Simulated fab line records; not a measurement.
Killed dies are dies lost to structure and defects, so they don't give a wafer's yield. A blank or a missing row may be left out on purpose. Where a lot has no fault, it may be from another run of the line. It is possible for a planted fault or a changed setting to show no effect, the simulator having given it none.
Comparing a struck lot with a sound one    flow sky130    21 out of 708 route steps
Sound: wafers L469.2, L469.4, L469.6. Wafers struck: L472.2, L472.4, L472.6. At the end, the cause is stated.
Order at every step that has rows: each side's tool, ch and its chambers, its first start. Under that, the readings that differ: sound wafers    struck wafers    difference of the means    sigmas: that difference in standard deviations of wafers without a fault.
alike: a reading whose means differ by less than 2 such deviations, as well as words and numbers matching on both sides. not compared: withheld readings; readings where some wafer has no value; bounds like >300 that might hide an equal value; numbers whose values overlap and for which the record gives no deviation.
Wherever a step has rows on one side only, a row that says differs or no value, or a row with sigmas, the two part there. Numbers that have no deviation but don't overlap get no sigmas and don't part them. A reading missing from all wafers of one side parts the sides only when that side holds two or more wafers.

SKY_POLY_GATE_THK_MEAS_21:
  sound on filmMetro-01 at day 17 09:39; struck on filmMetro-04 at day 18 16:11
  alike: POLY_GATE_OXIDATION_THK
SKY_POLY_GATE_CD_MEAS_22:
  sound on cdSem-01 at day 17 09:44; struck on cdSem-02 at day 18 16:19
  alike: cdNm
then, 7 steps without rows for these wafers: SKY_LDD_N_DEHYDRATE_00 (time 60 s); SKY_LDD_N_HMDS_01 (prime time 60 s); SKY_LDD_N_COAT_02 (resist thk 300 nm); SKY_LDD_N_SOFTBAKE_03 (time 60 s); SKY_LDD_N_EXPOSE_04 (exposes mask NTM, target cd 840 nm); SKY_LDD_N_PEB_05; SKY_LDD_N_DEVELOP_06 (develop time 60 s).
SKY_LDD_N_OVL_MEAS_07:
  sound on overlay-02 at day 18 14:20; struck on overlay-02 at day 19 23:01
  alike: LDD_N_OVL
then, 2 steps without rows for these wafers: SKY_LDD_N_IMPLANT_08; SKY_LDD_N_IMPLANT_09.
SKY_LDD_N_IMPLANT_10:
  sound on implanter-01 ch 0, day 18 14:42; struck on implanter-04 ch 0, day 19 23:22
reading                   sound              struck             difference  sigmas
implantIonAmu             75 75 75           31 31 31           -44         
model.implant.rpNm (nm)   16.28 16.28 16.28  27.32 27.32 27.32  +11.04      
model.implant.drpNm (nm)  7.212 7.212 7.212  12.97 12.97 12.97  +5.76       
then, 5 steps without rows for these wafers: SKY_LDD_N_IMPLANT_11; SKY_LDD_N_IMPLANT_12; SKY_LDD_N_IMPLANT_13; SKY_LDD_N_IMPLANT_14; SKY_LDD_N_IMPLANT_15.
SKY_LDD_N_STRIP_16: strips in O2/N2.
  sound on plasmaAsher-01 ch 0,1, day 18 15:34; struck on plasmaAsher-01 ch 0,1, day 20 00:15
reading                   sound              struck             difference  sigmas
stripTimeToEndpointS (s)  4.322 4.322 4.316  4.221 4.213 4.233  -0.098      -7
  alike: drypumpMotorCurrentA, oesProductAu
  not compared: rfHoursCounterH
SKY_LDD_N_TW_MEAS_17:
  sound on filmMetro-02 at day 18 15:41; struck on filmMetro-03 at day 20 00:22
  alike: LDD_N_TW
SKY_PAD_OPEN_PROBE_99:
  rows exist in the record for the sound wafers here (prober-01, day 46 10:52), none for the struck ones

WHERE THEY PART
Earliest at SKY_LDD_N_STRIP_16; latest, in this record, at SKY_PAD_OPEN_PROBE_99.

WHY: whatever the simulator had introduced
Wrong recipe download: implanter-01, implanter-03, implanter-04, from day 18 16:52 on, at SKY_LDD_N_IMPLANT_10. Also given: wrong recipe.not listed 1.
